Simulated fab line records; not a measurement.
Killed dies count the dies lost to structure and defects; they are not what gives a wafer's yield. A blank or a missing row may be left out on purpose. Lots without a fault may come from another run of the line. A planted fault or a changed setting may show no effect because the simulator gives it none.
Which of the tools did it? / flow gf180mcu / 13 lots, 39 wafers sampled, at 3 steps of a route of 602

== WHAT THE GAUGES READ, wafer by wafer ==
GF_HV_LDD_TW_MEAS_38. Usual: HV_LDD_3_TW gives 1425 (standard deviation 10).
lot=L187; measured=day 11 17:25; on=film metro-02; HV_LDD_3_TW=1434 1429 1422; flag=
lot=L188; measured=day 11 19:52; on=film metro-01; HV_LDD_3_TW=1434 1443 1439; flag=
lot=L189; measured=day 12 06:20; on=film metro-04; HV_LDD_3_TW=1408 1404 1402; flag=
lot=L190; measured=day 12 11:27; on=film metro-01; HV_LDD_3_TW=1439 1432 1421; flag=
lot=L191; measured=day 12 21:39; on=film metro-02; HV_LDD_3_TW=1432 1435 1434; flag=
lot=L194; measured=day 14 00:13; on=film metro-01; HV_LDD_3_TW=1434 1437 1430; flag=
lot=L195; measured=day 14 05:11; on=film metro-02; HV_LDD_3_TW=1427 1421 1423; flag=
lot=L196; measured=day 14 18:04; on=film metro-04; HV_LDD_3_TW=1388 1397 1396; flag=OFF
lot=L197; measured=day 15 00:07; on=film metro-04; HV_LDD_3_TW=1382 1381 1381; flag=OFF
lot=L204; measured=day 17 09:58; on=film metro-01; HV_LDD_3_TW=1432 1437 1442; flag=
lot=L207; measured=day 18 03:51; on=film metro-04; HV_LDD_3_TW=1417 1416 1418; flag=
lot=L206; measured=day 18 06:02; on=film metro-01; HV_LDD_3_TW=1435 1440 1434; flag=
lot=L210; measured=day 19 07:28; on=film metro-04; HV_LDD_3_TW=1414 1408 1414; flag=

GF_HV_LDD_RS_MEAS_53: the measuring method here is four-point-probe. Usual: HV_LDD_RS gives 418.1 ohm/sq (standard deviation 0.88).
lot=L187; measured=day 12 12:35; on=film metro-02; HV_LDD_RS (ohm/sq)=418.4 419.3 418.8; flag=
lot=L188; measured=day 12 15:30; on=film metro-04; HV_LDD_RS (ohm/sq)=418.8 418.7 419.2; flag=
lot=L189; measured=day 13 01:59; on=film metro-04; HV_LDD_RS (ohm/sq)=419.0 417.7 417.7; flag=
lot=L190; measured=day 13 08:05; on=film metro-02; HV_LDD_RS (ohm/sq)=417.8 417.7 418.2; flag=
lot=L191; measured=day 13 18:16; on=film metro-01; HV_LDD_RS (ohm/sq)=417.9 417.4 417.8; flag=
lot=L194; measured=day 14 20:51; on=film metro-04; HV_LDD_RS (ohm/sq)=417.4 417.9 417.1; flag=
lot=L195; measured=day 15 01:47; on=film metro-02; HV_LDD_RS (ohm/sq)=417.1 417.9 418.0; flag=
lot=L196; measured=day 15 16:02; on=film metro-04; HV_LDD_RS (ohm/sq)=423.4 424.2 423.6; flag=OFF
lot=L197; measured=day 15 22:20; on=film metro-02; HV_LDD_RS (ohm/sq)=422.4 422.9 422.4; flag=OFF
lot=L204; measured=day 18 09:56; on=film metro-01; HV_LDD_RS (ohm/sq)=417.3 418.4 417.6; flag=
lot=L207; measured=day 19 04:19; on=film metro-02; HV_LDD_RS (ohm/sq)=416.7 418.6 416.9; flag=
lot=L206; measured=day 19 06:14; on=film metro-01; HV_LDD_RS (ohm/sq)=417.8 417.7 417.1; flag=
lot=L210; measured=day 20 08:32; on=film metro-04; HV_LDD_RS (ohm/sq)=419.7 418.6 418.4; flag=

== WHICH TOOL RAN EACH LOT (tool, then ch and the chambers of the sampled wafers, then the start) ==
lot=L187; GF_HV_LDD_IMPLANT_35=implanter-01 ch 0, day 11 17:02
lot=L188; GF_HV_LDD_IMPLANT_35=implanter-03 ch 0, day 11 19:29
lot=L189; GF_HV_LDD_IMPLANT_35=implanter-04 ch 0, day 12 05:56
lot=L190; GF_HV_LDD_IMPLANT_35=implanter-03 ch 0, day 12 11:05
lot=L191; GF_HV_LDD_IMPLANT_35=implanter-01 ch 0, day 12 21:16
lot=L194; GF_HV_LDD_IMPLANT_35=implanter-04 ch 0, day 13 23:51
lot=L195; GF_HV_LDD_IMPLANT_35=implanter-04 ch 0, day 14 04:48
lot=L196; GF_HV_LDD_IMPLANT_35=implanter-01 ch 0, day 14 17:41
lot=L197; GF_HV_LDD_IMPLANT_35=implanter-01 ch 0, day 14 23:45
lot=L204; GF_HV_LDD_IMPLANT_35=implanter-04 ch 0, day 17 09:37
lot=L207; GF_HV_LDD_IMPLANT_35=implanter-03 ch 0, day 18 03:28
lot=L206; GF_HV_LDD_IMPLANT_35=implanter-01 ch 0, day 18 05:38
lot=L210; GF_HV_LDD_IMPLANT_35=implanter-03 ch 0, day 19 07:03
- GF_HV_LDD_IMPLANT_35

== WHAT THE TOOLS THEMSELVES READ (means of the sampled wafers that have a number; where no wafer has one, the mark that the record gives instead) ==
GF_HV_LDD_IMPLANT_35. Usual: beam on s 10.01 s, standard deviation 0.19; faraday current uA 42.3, standard deviation 0.81.
lot=L187; tool=implanter-01; beam on s (s)=9.97; faraday current uA=42.4; flag=
lot=L188; tool=implanter-03; beam on s (s)=10.09; faraday current uA=42.0; flag=
lot=L189; tool=implanter-04; beam on s (s)=10.04; faraday current uA=42.1; flag=
lot=L190; tool=implanter-03; beam on s (s)=10.10; faraday current uA=42.0; flag=
lot=L191; tool=implanter-01; beam on s (s)=10.00; faraday current uA=42.3; flag=
lot=L194; tool=implanter-04; beam on s (s)=9.86; faraday current uA=43.0; flag=
lot=L195; tool=implanter-04; beam on s (s)=9.96; faraday current uA=42.4; flag=
lot=L196; tool=implanter-01; beam on s (s)=7.77; faraday current uA=54.4; flag=OFF
lot=L197; tool=implanter-01; beam on s (s)=7.79; faraday current uA=54.2; flag=OFF
lot=L204; tool=implanter-04; beam on s (s)=10.02; faraday current uA=42.2; flag=
lot=L207; tool=implanter-03; beam on s (s)=10.11; faraday current uA=41.9; flag=
lot=L206; tool=implanter-01; beam on s (s)=9.99; faraday current uA=42.3; flag=
lot=L210; tool=implanter-03; beam on s (s)=9.92; faraday current uA=42.6; flag=

== THE ANSWER, worked out from the rows above alone ==
Rule: a lot is off if the mean of its wafers that have a number lies more than 3 standard deviations from the usual mean. Also off: a lot with no number at a reading for which 4 or more lots have one. All remaining lots with rows at the step are treated as sound. After the gauges, taken in route order, come the tools' own readings; for these a lot's mean is taken, as printed above. The first step at which some lot is off is used, and at that step the reading that is off furthest; a lot without a number counts as furthest.
Off: L196, L197, seen at GF_HV_LDD_TW_MEAS_38 (HV_LDD_3_TW).
A tool fits if, at a process step before that reading, it ran every lot that is off, and no sound lot after the first of them. Not tried: the gauges at GF_HV_LDD_TW_MEAS_38; whatever is off there is also off at GF_HV_LDD_IMPLANT_35, on other tools, and gauge error can't account for it. No candidate that was tried fits.

== WHAT THE SIMULATOR PUT IN ==
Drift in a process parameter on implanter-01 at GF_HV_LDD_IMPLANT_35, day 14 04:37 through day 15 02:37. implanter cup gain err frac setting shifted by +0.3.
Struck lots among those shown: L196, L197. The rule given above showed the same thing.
